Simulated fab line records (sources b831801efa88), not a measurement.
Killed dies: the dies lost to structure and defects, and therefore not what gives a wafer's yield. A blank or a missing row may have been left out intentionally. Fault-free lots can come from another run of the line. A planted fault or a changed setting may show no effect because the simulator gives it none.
fab line records | flow sky130
record: lots: 11 | wafers: 31 | lastDay: 50
route steps=708 shown VIA2@529 METAL3@567 VIA3@576 PAD_OPEN@708
lots untouched by any fault: they come from a run of this same line in which no faults occurred
startH: start of the lot's first displayed wafer, in hours after the record's first day | waitH: hours since the lot's step before | " identical to the entry in the row above | L1.1+2: one row covering several wafers at once | - no value present, or no start provided | * or withheld: withheld | < > ~ a bound
route shown NAME@n: NAME is a module with steps in the file, n the number in the route of the first one | usual: mean/standard deviation taken from wafers without a fault | same: alike in all rows | chamber/n: place in a boat | sites: the reading at each site | _std_site: the standard deviation of these | _edge_site: outer sites' mean less inner sites' | radiusMm: how far each site lies from the wafer's centre | mask NAME#n: copy n | behind: the most recent tool/chamber to have shaped the wafer | hold: why the lot went on hold/how many hours it stayed there/how the hold came to an end | device: which transistor (n, p or np) failed to switch | end of line: tests of these same wafers at the route's end | where a step has no rows: the recipe by itself | killed: dies lost to structure and defects at the first sort, not the wafer's yield | map: dies across one wafer; x = killed, . = not, _ = none there
set.NAME: setting as actually run; set.NAME@STEP: the setting as run at that earlier step | model.NAME: the simulator's own value behind a step, which no gauge read
the route's steps for a sample of lots (tables are steps, rows are wafers)
services: when a tool's chamber went out of use (startH, in hours from the record's first day, below 0 if earlier), for how many hours, and the reason
== steps ==
step: SKY_VIA2_RS_MEAS_22
recipe: thkMeasGauge: four-point-probe | reads: W_of_VIA2_CVD_21+TiN_of_VIA2_SPUTTER_20
usual: VIA2_W_RS: 0.275/0.0035
lot.wafer | tool         | chamber | startH  | waitH | VIA2_W_RS[ohm/sq]
L703.1    | filmMetro-03 | -       | 849.06  | 0.1   | 0.277
L703.2    | "            | -       | "       | "     | 0.271
L703.5    | "            | -       | "       | "     | 0.275
L706.3    | filmMetro-03 | -       | 872.21  | 0.2   | 0.273
L706.4    | "            | -       | "       | "     | 0.277
L706.5    | "            | -       | "       | "     | 0.276
L707.1    | filmMetro-01 | -       | 884.06  | 0.1   | 0.272
L707.2    | "            | -       | "       | "     | 0.272
L707.5    | "            | -       | "       | "     | 0.276
L708.2    | filmMetro-03 | -       | 885.95  | 0.1   | 0.280
L708.5    | "            | -       | "       | "     | 0.278
L708.6    | "            | -       | "       | "     | 0.283
L712.1    | filmMetro-01 | -       | 915.07  | 0.1   | 0.269
L712.6    | "            | -       | "       | "     | 0.275
L713.5    | filmMetro-01 | -       | 926.87  | 0.1   | 0.270
L713.6    | "            | -       | "       | "     | 0.278
L718.1    | filmMetro-03 | -       | 964.82  | 0.1   | 0.282
L718.2    | "            | -       | "       | "     | 0.275
L718.5    | "            | -       | "       | "     | 0.282
L723.2    | filmMetro-04 | -       | 995.53  | 0.1   | 0.276
L723.4    | "            | -       | "       | "     | 0.274
L723.6    | "            | -       | "       | "     | 0.274
L726.1    | filmMetro-03 | -       | 1014.75 | 0.2   | 0.272
L726.4    | "            | -       | "       | "     | 0.271
L726.5    | "            | -       | "       | "     | 0.277
L724.1    | filmMetro-03 | -       | 1017.93 | 0.1   | 0.276
L724.3    | "            | -       | "       | "     | 0.276
L724.6    | "            | -       | "       | "     | 0.276
L725.1    | filmMetro-01 | -       | 1018.11 | 0.1   | 0.271
L725.2    | "            | -       | "       | "     | 0.273
L725.4    | "            | -       | "       | "     | 0.272
step: SKY_METAL3_ETCH_17
recipe: target: SiO2 | stopOn: TiN | chemistry: C4F8/O2/Ar | sourceW: 1500 | biasW: 1200 | pressureMtorr: 40 | c4f8FlowSccm: withheld | O2_flow_sccm: 6 | Ar_flow_sccm: 300 | timeS: 3.9 | targetDepthA: 150
usual: oesProductAu: 0.754/0.0082
lot.wafer | tool       | chamber | startH  | waitH | oesProductAu | rfHoursCounterH
L703.1    | rieDiel-02 | 0       | 903.01  | 0.1   | 0.753        | 15
L703.2    | "          | 3       | "       | "     | 0.749        | 10
L703.5    | "          | 2       | "       | "     | 0.752        | -
L706.3    | rieDiel-02 | 3       | 924.52  | 0.0   | 0.752        | 11
L706.4    | "          | 2       | "       | "     | 0.764        | 10
L706.5    | "          | 1       | "       | "     | 0.749        | -
L707.1    | rieDiel-04 | 3       | 935.72  | 0.1   | 0.742        | 10
L707.2    | "          | 0       | "       | "     | 0.745        | 3
L707.5    | "          | 3       | "       | "     | 0.756        | -
L708.2    | rieDiel-02 | 1       | 938.71  | 0.1   | 0.753        | 11
L708.5    | "          | 2       | "       | "     | 0.768        | -
L708.6    | "          | 3       | "       | "     | 0.757        | -
L712.1    | rieDiel-02 | 2       | 965.86  | 0.1   | 0.751        | 11
L712.6    | "          | 0       | "       | "     | 0.761        | -
L713.5    | rieDiel-04 | 0       | 975.43  | 0.0   | 0.732        | -
L713.6    | "          | 3       | "       | "     | 0.758        | -
L718.1    | rieDiel-02 | 3       | 1012.77 | 0.1   | 0.756        | 14
L718.2    | "          | 1       | "       | "     | 0.749        | 13
L718.5    | "          | 1       | "       | "     | 0.762        | -
L723.2    | rieDiel-03 | 0       | 1043.00 | 0.1   | 0.750        | 5
L723.4    | "          | 2       | "       | "     | 0.766        | -
L723.6    | "          | 3       | "       | "     | 0.759        | -
L726.1    | rieDiel-04 | 2       | 1060.57 | 0.1   | 0.745        | 1
L726.4    | "          | 1       | "       | "     | 0.762        | 9
L726.5    | "          | 3       | "       | "     | 0.757        | -
L724.1    | rieDiel-02 | 1       | 1064.00 | 0.1   | 0.743        | 16
L724.3    | "          | 0       | "       | "     | 0.747        | 19
L724.6    | "          | 3       | "       | "     | 0.748        | -
L725.1    | rieDiel-03 | 2       | 1064.35 | 0.1   | 0.740        | 20
L725.2    | "          | 1       | "       | "     | 0.753        | 20
L725.4    | "          | 0       | "       | "     | 0.737        | 6
step: SKY_METAL3_METAL_ETCH_18
recipe: targetDepthA: 8450 | stopOn: SiO2 | overEtchFrac: 0.3 | timeS: 183.1 | chemistry: Cl2/BCl3 | resistSidewallDeg: 88 | pressureMtorr: 10 | icpW: 900 | biasW: 48.5 | Cl2_flow_sccm: 60 | bcl3FlowSccm: 30
usual: drypumpMotorCurrentA: 5.57/0.25 | oesProductAu: 0.864/0.0071 | throttleValvePct: 22.265/0.0098
lot.wafer | tool        | chamber | startH  | waitH | drypumpMotorCurrentA | oesProductAu | rfHoursCounterH | throttleValvePct
L703.1    | rieMetal-01 | 0       | 903.02  | 0.0   | 5.65                 | 0.862        | 12              | 22.269
L703.2    | "           | 1       | "       | "     | 5.66                 | 0.868        | 13              | 22.259
L703.5    | "           | 1       | "       | "     | 5.68                 | 0.867        | -               | 22.278
L706.3    | rieMetal-01 | 1       | 924.60  | 0.1   | 5.66                 | 0.879        | -               | 22.256
L706.4    | "           | 0       | "       | "     | 5.65                 | 0.865        | -               | 22.263
L706.5    | "           | 1       | "       | "     | 5.63                 | 0.872        | -               | 22.271
L707.1    | rieMetal-02 | 1       | 935.74  | 0.0   | 5.83                 | 0.869        | 3               | 22.257
L707.2    | "           | 0       | "       | "     | 5.26                 | 0.861        | 12              | 22.274
L707.5    | "           | 1       | "       | "     | 5.81                 | 0.852        | -               | 22.267
L708.2    | rieMetal-02 | 1       | 938.72  | 0.0   | 5.81                 | 0.869        | 4               | 22.251
L708.5    | "           | 0       | "       | "     | 5.29                 | 0.861        | -               | 22.274
L708.6    | "           | 1       | "       | "     | 5.80                 | 0.867        | -               | 22.270
L712.1    | rieMetal-02 | 0       | 965.87  | 0.0   | 5.29                 | 0.873        | 14              | 22.264
L712.6    | "           | 1       | "       | "     | 5.78                 | 0.762        | -               | 22.257
L713.5    | rieMetal-02 | 1       | 975.56  | 0.1   | 5.84                 | 0.765        | -               | 22.267
L713.6    | "           | 0       | "       | "     | 5.29                 | 0.761        | -               | 22.263
L718.1    | rieMetal-01 | 1       | 1012.80 | 0.0   | 5.66                 | 0.852        | 19              | 22.242
L718.2    | "           | 1       | "       | "     | 5.67                 | 0.861        | -               | 22.270
L718.5    | "           | 1       | "       | "     | 5.66                 | 0.857        | -               | 22.251
L723.2    | rieMetal-02 | 1       | 1043.01 | 0.0   | 5.83                 | 0.860        | 10              | 22.271
L723.4    | "           | 1       | "       | "     | 5.84                 | 0.868        | -               | 22.267
L723.6    | "           | 0       | "       | "     | 5.28                 | 0.853        | -               | 22.259
L726.1    | rieMetal-02 | 1       | 1060.59 | 0.0   | 5.80                 | 0.871        | 11              | 22.269
L726.4    | "           | 1       | "       | "     | 5.81                 | 0.872        | -               | 22.263
L726.5    | "           | 1       | "       | "     | 5.79                 | 0.878        | -               | 22.265
L724.1    | rieMetal-02 | 1       | 1064.02 | 0.0   | 5.84                 | 0.855        | 12              | 22.267
L724.3    | "           | 0       | "       | "     | 5.29                 | 0.854        | -               | 22.278
L724.6    | "           | 0       | "       | "     | 5.26                 | 0.853        | -               | 22.285
L725.1    | rieMetal-02 | 0       | 1064.37 | 0.0   | 5.29                 | 0.861        | 21              | 22.272
L725.2    | "           | 1       | "       | "     | 5.83                 | 0.854        | 12              | 22.266
L725.4    | "           | 0       | "       | "     | 5.27                 | 0.868        | -               | 22.258
step: SKY_METAL3_STRIP_19
recipe: chemistry: O2/N2 | powerW: 1400 | pressureMtorr: 1500 | platenTempC: withheld | o2FlowSccm: 3000 | n2FlowSccm: 300 | overashFraction: 0.5
usual: drypumpMotorCurrentA: 5.7/0.42 | oesProductAu: 0.502/0.0054 | stripTimeToEndpointS: 6.52/0.074
same: overashFraction: 0.5
lot.wafer | tool           | chamber | startH  | waitH | drypumpMotorCurrentA | oesProductAu | rfHoursCounterH | stripTimeToEndpointS
L703.1    | plasmaAsher-02 | 0       | 903.20  | 0.1   | 5.7                  | 0.493        | 107             | 6.41
L703.2    | "              | 1       | "       | "     | 5.8                  | 0.499        | 107             | 6.35
L703.5    | "              | 0       | "       | "     | 5.7                  | 0.495        | -               | 6.42
L706.3    | plasmaAsher-02 | 0       | 924.75  | 0.1   | 5.7                  | 0.496        | -               | 6.45
L706.4    | "              | 1       | "       | "     | 5.8                  | 0.493        | -               | 6.44
L706.5    | "              | 1       | "       | "     | 5.8                  | 0.507        | -               | 6.48
L707.1    | plasmaAsher-04 | 1       | 935.92  | 0.1   | 6.2                  | 0.491        | 52              | 6.45
L707.2    | "              | 0       | "       | "     | 5.9                  | 0.501        | 52              | 6.59
L707.5    | "              | 1       | "       | "     | 6.2                  | 0.500        | -               | 6.47
L708.2    | plasmaAsher-04 | 0       | 938.90  | 0.1   | 5.8                  | 0.504        | 52              | 6.50
L708.5    | "              | 1       | "       | "     | 6.2                  | 0.498        | -               | 6.58
L708.6    | "              | 0       | "       | "     | 5.8                  | 0.508        | -               | 6.52
L712.1    | plasmaAsher-02 | 1       | 966.05  | 0.1   | 5.8                  | 0.498        | 113             | 6.55
L712.6    | "              | 0       | "       | "     | 5.7                  | 0.583        | -               | 8.56
L713.5    | plasmaAsher-04 | 0       | 975.68  | 0.1   | 5.8                  | 0.589        | -               | 8.57
L713.6    | "              | 1       | "       | "     | 6.2                  | 0.586        | -               | 8.60
L718.1    | plasmaAsher-02 | 1       | 1013.16 | 0.3   | 5.8                  | 0.512        | 118             | 6.54
L718.2    | "              | 0       | "       | "     | 5.7                  | 0.503        | 118             | 6.54
L718.5    | "              | 0       | "       | "     | 5.7                  | 0.501        | -               | 6.57
L723.2    | plasmaAsher-04 | 1       | 1043.19 | 0.1   | 6.2                  | 0.501        | 62              | 6.57
L723.4    | "              | 1       | "       | "     | 6.2                  | 0.503        | -               | 6.59
L723.6    | "              | 0       | "       | "     | 5.8                  | 0.504        | -               | 6.59
L726.1    | plasmaAsher-04 | 1       | 1060.77 | 0.1   | 6.2                  | 0.502        | 64              | 6.52
L726.4    | "              | 0       | "       | "     | 5.8                  | 0.503        | -               | 6.48
L726.5    | "              | 0       | "       | "     | 5.9                  | 0.496        | -               | 6.50
L724.1    | plasmaAsher-04 | 0       | 1064.19 | 0.1   | 5.8                  | 0.501        | 64              | 6.51
L724.3    | "              | 1       | "       | "     | 6.3                  | 0.508        | -               | 6.56
L724.6    | "              | 0       | "       | "     | 5.8                  | 0.499        | -               | 6.53
L725.1    | plasmaAsher-02 | 0       | 1064.54 | 0.1   | 5.7                  | 0.494        | 0               | 6.56
L725.2    | "              | 1       | "       | "     | 5.8                  | 0.499        | 0               | 6.48
L725.4    | "              | 1       | "       | "     | 5.8                  | 0.497        | -               | 6.56
step: SKY_VIA3_BOW_MEAS_03
recipe: mode: bow
usual: VIA3_BOW: 80/7.9
lot.wafer | tool         | chamber | startH  | waitH | VIA3_BOW[um]
L703.1    | filmMetro-04 | -       | 904.33  | 0.2   | 64
L703.2    | "            | -       | "       | "     | 85
L703.5    | "            | -       | "       | "     | 75
L706.3    | filmMetro-02 | -       | 925.88  | 0.2   | 100
L706.4    | "            | -       | "       | "     | 79
L706.5    | "            | -       | "       | "     | 87
L707.1    | filmMetro-04 | -       | 939.48  | 0.1   | 92
L707.2    | "            | -       | "       | "     | 91
L707.5    | "            | -       | "       | "     | 73
L708.2    | filmMetro-04 | -       | 940.70  | 0.2   | 95
L708.5    | "            | -       | "       | "     | 88
L708.6    | "            | -       | "       | "     | 88
L712.1    | filmMetro-04 | -       | 967.52  | 0.2   | 82
L718.1    | filmMetro-01 | -       | 1014.31 | 0.1   | 82
L718.2    | "            | -       | "       | "     | 87
L718.5    | "            | -       | "       | "     | 89
L723.2    | filmMetro-02 | -       | 1044.38 | 0.2   | 81
L723.4    | "            | -       | "       | "     | 82
L723.6    | "            | -       | "       | "     | 72
L726.1    | filmMetro-04 | -       | 1061.89 | 0.1   | 70
L726.4    | "            | -       | "       | "     | 71
L726.5    | "            | -       | "       | "     | 93
L724.1    | filmMetro-04 | -       | 1065.31 | 0.2   | 91
L724.3    | "            | -       | "       | "     | 70
L724.6    | "            | -       | "       | "     | 79
L725.1    | filmMetro-04 | -       | 1065.66 | 0.1   | 72
L725.2    | "            | -       | "       | "     | 69
L725.4    | "            | -       | "       | "     | 58
step: SKY_PAD_OPEN_PROBE_99
usual: defectLimitedYield: 82.4/2 | killed_at_M0_to_M3: 44/6.5 | killed_at_M4_up: 3.3/1.7 | killedAtContacts: 25/5.3 | killedAtFrontEnd: 15/5 | killedAtOther: 0.2/0.47 | killedDies: 87/9.9 | killedOnRim: 17/3.8 | killedOpen: 47/8 | killedShort: 39/6.1 | sort_bin_3_pad_short: 0.9/0.43 | sort_bin_5_function: 10.4/1.5 | sort_bin_6_memory: 6.2/1.2 | sortNPass: 405/9.9 | sortYieldPct: 82.4/2
same: grossDies: 492 | killedAtBackSide: 0 | sort_bin_4_leakage[%]: 0 | sort_bin_8_speed[%]: 0
lot.wafer | tool      | chamber | startH  | waitH | defectLimitedYield[%] | killed_at_M0_to_M3 | killed_at_M4_up | killedAtContacts | killedAtFrontEnd | killedAtOther | killedDies | killedOnRim | killedOpen | killedShort | sort_bin_3_pad_short[%] | sort_bin_5_function[%] | sort_bin_6_memory[%] | sortNPass | sortYieldPct[%]
L707.1    | prober-01 | -       | 1104.95 | 0.1   | 84.6                  | 31                 | 3               | 29               | 12               | 1             | 76         | 14          | 37         | 39          | 0.4                     | 9.1                    | 5.9                  | 416       | 84.6
L707.2    | prober-01 | -       | 1105.00 | 0.1   | 83.9                  | 37                 | 0               | 29               | 13               | 0             | 79         | 16          | 53         | 26          | 0.4                     | 9.8                    | 5.9                  | 413       | 83.9
L707.5    | prober-01 | -       | 1105.15 | 0.2   | 81.3                  | 54                 | 1               | 24               | 13               | 0             | 92         | 17          | 57         | 35          | 1.4                     | 10.4                   | 6.9                  | 400       | 81.3
L708.2    | prober-02 | -       | 1105.83 | 0.1   | 83.7                  | 42                 | 6               | 22               | 10               | 0             | 80         | 9           | 46         | 34          | 0.4                     | 10.8                   | 5.1                  | 412       | 83.7
L708.5    | prober-02 | -       | 1105.98 | 0.2   | 81.7                  | 47                 | 3               | 19               | 21               | 0             | 90         | 20          | 48         | 42          | 1.4                     | 11.0                   | 5.9                  | 402       | 81.7
L708.6    | prober-02 | -       | 1106.03 | 0.2   | 80.7                  | 45                 | 7               | 20               | 23               | 0             | 95         | 21          | 51         | 44          | 0.4                     | 11.8                   | 7.1                  | 397       | 80.7
L712.1    | prober-02 | -       | 1128.40 | 0.1   | 82.5                  | 50                 | 1               | 22               | 13               | 0             | 86         | 15          | 57         | 29          | 0.4                     | 8.5                    | 8.5                  | 406       | 82.5
L712.6    | prober-02 | -       | 1128.65 | 0.2   | 0                     | 451                | 0               | 26               | 15               | 0             | 492        | 96          | 47         | 32          | 0.8                     | 93.7                   | 5.5                  | 0         | 0
L713.5    | prober-01 | -       | 1135.44 | 0.2   | 0                     | 449                | 5               | 27               | 11               | 0             | 492        | 96          | 55         | 47          | 1.2                     | 92.5                   | 6.3                  | 0         | 0
L713.6    | prober-01 | -       | 1135.49 | 0.2   | 0                     | 451                | 3               | 24               | 14               | 0             | 492        | 96          | 46         | 33          | 0.6                     | 92.9                   | 6.5                  | 0         | 0
L718.5    | prober-02 | -       | 1165.14 | 0.2   | 82.7                  | 47                 | 4               | 19               | 15               | 0             | 85         | 15          | 39         | 46          | 0.6                     | 9.6                    | 7.1                  | 407       | 82.7
L723.2    | prober-01 | -       | 1188.87 | 0.1   | 85.4                  | 35                 | 2               | 24               | 11               | 0             | 72         | 16          | 43         | 29          | 1.0                     | 8.3                    | 5.3                  | 420       | 85.4
L723.4    | prober-01 | -       | 1188.97 | 0.2   | 81.3                  | 54                 | 3               | 25               | 10               | 0             | 92         | 17          | 43         | 49          | 1.2                     | 10.0                   | 7.5                  | 400       | 81.3
L723.6    | prober-01 | -       | 1189.07 | 0.2   | 83.1                  | 43                 | 4               | 25               | 11               | 0             | 83         | 17          | 50         | 33          | 0.4                     | 10.4                   | 6.1                  | 409       | 83.1
L724.1    | prober-01 | -       | 1202.13 | 0.1   | 82.3                  | 44                 | 2               | 19               | 22               | 0             | 87         | 18          | 54         | 33          | 1.4                     | 10.0                   | 6.3                  | 405       | 82.3
L724.3    | prober-01 | -       | 1202.23 | 0.2   | 81.7                  | 43                 | 2               | 30               | 15               | 0             | 90         | 18          | 45         | 45          | 0.8                     | 12.4                   | 5.1                  | 402       | 81.7
L724.6    | prober-01 | -       | 1202.38 | 0.2   | 81.9                  | 47                 | 5               | 19               | 18               | 0             | 89         | 21          | 50         | 39          | 0.6                     | 12.0                   | 5.5                  | 403       | 81.9
L725.1    | prober-02 | -       | 1203.63 | 0.1   | 81.7                  | 44                 | 1               | 28               | 16               | 1             | 90         | 15          | 49         | 41          | 1.0                     | 11.4                   | 5.9                  | 402       | 81.7
L725.2    | prober-02 | -       | 1203.68 | 0.1   | 81.7                  | 35                 | 6               | 33               | 16               | 0             | 90         | 19          | 48         | 42          | 1.2                     | 11.6                   | 5.5                  | 402       | 81.7
L725.4    | prober-02 | -       | 1203.78 | 0.2   | 82.9                  | 36                 | 4               | 31               | 11               | 2             | 84         | 16          | 43         | 41          | 1.4                     | 9.1                    | 6.5                  | 408       | 82.9
killed by level:class
L707.1 CONTACT:geometricParticle:open=12 VIA2:geometricParticle:open=6 CONTACT:geometricParticle:short=6 METAL2:geometricParticle:short=6 LI_CONTACT:geometricParticle:open=5 LI_CONTACT:geometricParticle:short=5 VIA3:geometricParticle:short=4 METAL3:geometricParticle:short=3
L707.2 CONTACT:geometricParticle:open=10 VIA1:geometricParticle:open=9 VIA3:geometricParticle:open=9 LI_CONTACT:geometricParticle:open=5 POLY_GATE:geometricParticle:open=4 LI_CONTACT:geometricParticle:short=4 LOCAL_INTERCONNECT:geometricParticle:short=4 FIELD_ISO:geometricParticle:open=3
L707.5 VIA1:geometricParticle:open=17 CONTACT:geometricParticle:open=12 LI_CONTACT:geometricParticle:open=7 VIA1:geometricParticle:short=7 VIA3:geometricParticle:open=6 FIELD_ISO:geometricParticle:short=5 METAL1:geometricParticle:short=5 VIA2:geometricParticle:open=5
L708.2 VIA1:geometricParticle:open=12 VIA2:geometricParticle:open=9 CONTACT:geometricParticle:open=6 LI_CONTACT:geometricParticle:open=5 CONTACT:geometricParticle:short=5 VIA1:geometricParticle:short=5 LI_CONTACT:geometricParticle:short=4 METAL2:geometricParticle:short=4
L708.5 VIA1:geometricParticle:open=10 VIA2:geometricParticle:open=9 VIA3:geometricParticle:open=9 FIELD_ISO:geometricParticle:short=5 POLY_GATE:geometricParticle:short=5 CONTACT:geometricParticle:short=5 VIA2:geometricParticle:short=5 FIELD_ISO:geometricParticle:open=4
L708.6 VIA1:geometricParticle:open=10 VIA2:geometricParticle:open=10 LI_CONTACT:geometricParticle:open=7 POLY_GATE:geometricParticle:short=6 FIELD_ISO:geometricParticle:open=4 FIELD_ISO:geometricParticle:short=4 CONTACT:geometricParticle:open=4 METAL1:geometricParticle:short=4
L712.1 VIA1:geometricParticle:open=10 LI_CONTACT:geometricParticle:open=9 VIA2:geometricParticle:open=9 CONTACT:geometricParticle:open=8 METAL2:geometricParticle:short=5 METAL1:geometricParticle:short=5 POLY_GATE:geometricParticle:open=4 VIA3:geometricParticle:open=4
L712.6 METAL3:areaEtch=413 CONTACT:geometricParticle:open=11 VIA1:geometricParticle:open=11 LI_CONTACT:geometricParticle:open=7 METAL2:geometricParticle:short=7 LI_CONTACT:geometricParticle:short=4 VIA1:geometricParticle:short=4 VIA3:geometricParticle:open=4
L713.5 METAL3:areaEtch=390 VIA1:geometricParticle:open=17 METAL1:geometricParticle:short=12 CONTACT:geometricParticle:open=10 VIA2:geometricParticle:open=10 VIA1:geometricParticle:short=6 POLY_GATE:geometricParticle:open=5 METAL2:geometricParticle:short=5
L713.6 METAL3:areaEtch=413 CONTACT:geometricParticle:open=9 VIA1:geometricParticle:open=7 VIA2:geometricParticle:open=7 FIELD_ISO:geometricParticle:open=5 LI_CONTACT:geometricParticle:open=5 VIA3:geometricParticle:open=5 FIELD_ISO:geometricParticle:short=4
L718.5 VIA1:geometricParticle:open=10 METAL1:geometricParticle:short=7 LI_CONTACT:geometricParticle:open=6 CONTACT:geometricParticle:open=6 METAL2:geometricParticle:short=6 VIA3:geometricParticle:short=6 VIA1:geometricParticle:short=5 FIELD_ISO:geometricParticle:short=4
L723.2 VIA1:geometricParticle:open=11 LI_CONTACT:geometricParticle:open=10 FIELD_ISO:geometricParticle:open=6 METAL1:geometricParticle:short=5 VIA1:geometricParticle:short=5 POLY_GATE:geometricParticle:short=4 CONTACT:geometricParticle:open=4 VIA3:geometricParticle:open=4
L723.4 VIA1:geometricParticle:open=15 CONTACT:geometricParticle:open=9 METAL1:geometricParticle:short=9 VIA1:geometricParticle:short=8 VIA2:geometricParticle:open=6 LI_CONTACT:geometricParticle:open=5 LOCAL_INTERCONNECT:geometricParticle:short=5 METAL2:geometricParticle:short=5
L723.6 CONTACT:geometricParticle:open=12 VIA1:geometricParticle:open=11 VIA3:geometricParticle:open=9 CONTACT:geometricParticle:short=7 VIA1:geometricParticle:short=5 VIA2:geometricParticle:open=4 METAL1:geometricParticle:short=4 FIELD_ISO:geometricParticle:open=3
L724.1 VIA1:geometricParticle:open=13 CONTACT:geometricParticle:open=9 FIELD_ISO:geometricParticle:open=6 FIELD_ISO:geometricParticle:short=5 VIA3:geometricParticle:open=5 VIA2:geometricParticle:open=5 VIA3:geometricParticle:short=5 POLY_GATE:geometricParticle:open=4
L724.3 CONTACT:geometricParticle:open=10 VIA1:geometricParticle:open=10 VIA1:geometricParticle:short=7 LI_CONTACT:geometricParticle:open=7 METAL1:geometricParticle:short=5 VIA2:geometricParticle:open=5 FIELD_ISO:geometricParticle:short=4 LI_CONTACT:geometricParticle:short=4
L724.6 VIA1:geometricParticle:open=14 FIELD_ISO:geometricParticle:short=8 CONTACT:geometricParticle:open=8 METAL1:geometricParticle:short=7 VIA1:geometricParticle:short=6 VIA2:geometricParticle:open=6 VIA3:geometricParticle:open=6 LOCAL_INTERCONNECT:geometricParticle:short=5
L725.1 VIA1:geometricParticle:open=11 LI_CONTACT:geometricParticle:open=9 LOCAL_INTERCONNECT:geometricParticle:short=8 VIA2:geometricParticle:open=7 CONTACT:geometricParticle:short=6 VIA3:geometricParticle:open=6 METAL1:geometricParticle:short=5 FIELD_ISO:geometricParticle:open=4
L725.2 CONTACT:geometricParticle:open=14 VIA1:geometricParticle:open=8 LOCAL_INTERCONNECT:geometricParticle:short=8 METAL2:geometricParticle:short=8 VIA3:geometricParticle:open=8 CONTACT:geometricParticle:short=5 FIELD_ISO:geometricParticle:short=4 LI_CONTACT:geometricParticle:open=4
L725.4 CONTACT:geometricParticle:open=13 VIA1:geometricParticle:open=9 METAL2:geometricParticle:short=8 LI_CONTACT:geometricParticle:open=5 CONTACT:geometricParticle:short=5 VIA2:geometricParticle:open=5 VIA3:geometricParticle:open=5 LOCAL_INTERCONNECT:geometricParticle:short=4
== services ==
tool           | chamber | startH  | hours | kind
rieDiel-04     | 0       | 882.07  | 48.4  | repair
rieDiel-03     | 2       | 907.64  | 9.7   | repair
rieDiel-02     | 2       | 939.54  | 6.5   | repair
rieDiel-04     | -       | 949.04  | 1.0   | repair
rieDiel-04     | 1       | 969.12  | 3.3   | repair
rieDiel-02     | 2       | 970.29  | 10.5  | repair
rieDiel-02     | 0       | 986.08  | 10.7  | repair
rieDiel-04     | 2       | 988.15  | -     | clean
rieDiel-04     | 2       | 988.15  | 37.7  | scheduledDown
rieDiel-04     | 2       | 988.15  | 37.7  | ventCycle
rieDiel-02     | 0       | 1009.67 | 21.2  | repair
rieMetal-01    | 0       | 1010.40 | 10.6  | repair
rieDiel-02     | 2       | 1012.58 | 4.7   | repair
rieDiel-03     | -       | 1022.76 | 0.2   | repair
rieMetal-01    | -       | 1025.95 | 1.3   | repair
rieDiel-03     | 1       | 1035.06 | 9.0   | repair
rieMetal-01    | 1       | 1046.89 | 4.7   | repair
plasmaAsher-02 | -       | 1055.25 | 9.0   | pm
plasmaAsher-02 | 0       | 1055.25 | 9.0   | ventCycle
plasmaAsher-02 | 1       | 1055.25 | 9.0   | ventCycle
rieMetal-01    | -       | 1062.84 | 54.9  | repair
plasmaAsher-02 | 0       | 1064.25 | -     | clean
plasmaAsher-02 | 1       | 1064.25 | -     | clean
== key ==
firstSign: step: SKY_METAL3_METAL_ETCH_18 | reading: oesProductAu | direction: down | sigmas: 14 | usual: 0.864 | struck: 0.763
effect: step: SKY_METAL3_STRIP_19 | reading: stripTimeToEndpointS | direction: up | sigmas: 28 | usual: * | struck: *
effect: step: SKY_PAD_OPEN_PROBE_99 | reading: killed_at_M0_to_M3 | direction: up | sigmas: 62 | usual: 44 | struck: 450
moreKillsBornAt: SKY_METAL3_METAL_ETCH_18@rieMetal-02: 1216
metAt SKY_METAL3_METAL_ETCH_18
struckLots L712,L713
struckWafers L712.6,L713.5,L713.6
laterRowsLeftOut L712.6,L713.5,L713.6
notActingAt SKY_VIA2_RS_MEAS_22,SKY_METAL3_ETCH_17,SKY_VIA3_BOW_MEAS_03
onsetBetween 938.72 965.87
fault: kind: processParameterDrift | tool: rieMetal-02 | chamber: - | onsetH: 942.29 | steps: SKY_METAL3_METAL_ETCH_18 | channel: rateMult | offset: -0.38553 | shape: step | endH: 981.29 | scope: struckWafersOnly
laterRowsLeftOut: the simulator's readings of these wafers behind a module that went badly wrong aren't trusted and aren't shown, but for the sort
